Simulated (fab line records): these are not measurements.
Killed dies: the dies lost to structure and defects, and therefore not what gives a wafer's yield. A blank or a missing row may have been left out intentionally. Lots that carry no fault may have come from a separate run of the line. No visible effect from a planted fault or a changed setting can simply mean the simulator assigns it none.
Matching of chambers | flow sfq line | SFQ_TRILAYER_I1_CMP_CMP_046 on cmp-02 has 4 sister chambers
The step polishes SiO2. 7 wafers are shown with their chamber, then 7 later ones without.

WAFERS WITH THEIR CHAMBER
wafer  | chamber | motor current A (A) | time to endpoint s (s)
L864.4 | 1       | 11.1                | 213
L864.3 | 0       | 11.4                | 208
L864.6 | 2       | 9.9                 | 217
L865.5 | 3       | 7.7                 | 208
L865.6 | 0       | 10.2                | 207
L868.4 | 1       | 10.9                | 204
L868.5 | 3       | 7.5                 | 204

WAFERS WITHOUT THEIR CHAMBER
wafer  | motor current A (A) | time to endpoint s (s)
L868.6 | 10.3                | 208
L870.1 | 7.8                 | 212
L870.2 | 11.4                | 211
L870.4 | 10.3                | 229
L872.2 | 11.4                | 204
L872.3 | 7.9                 | 217
L872.5 | 10.1                | 218

WHICH CHAMBER EACH WENT THROUGH
wafer  | from the rows above          | in truth
L868.6 | can't be placed: 0 or 1 or 2 | 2
L870.1 | 3                            | 3
L870.2 | can't be placed: 1 or 0      | 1
L870.4 | 2                            | 2
L872.2 | can't be placed: 1 or 0      | 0
L872.3 | can't be placed: 3 or 2      | 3
L872.5 | 2                            | 2
Correct placement for 3 of the 7. Unplaceable from these rows: 4, with the true chamber sitting among the candidates in 4. Placed wrongly: 0.
How it was worked out, from the rows above alone: a wafer's distance from a chamber is the root of the sum, over the readings, of the square of ((its reading less the chamber's mean) divided by the reading's scatter). The wafer belongs to the nearest chamber; if the next one is less than 2 further off, it can't be placed. A chamber's mean is the mean of its shown wafers. The scatter: take each reading less its chamber's mean, square it, sum over the shown wafers, divide by the number of wafers less the number of chambers, and take the root.
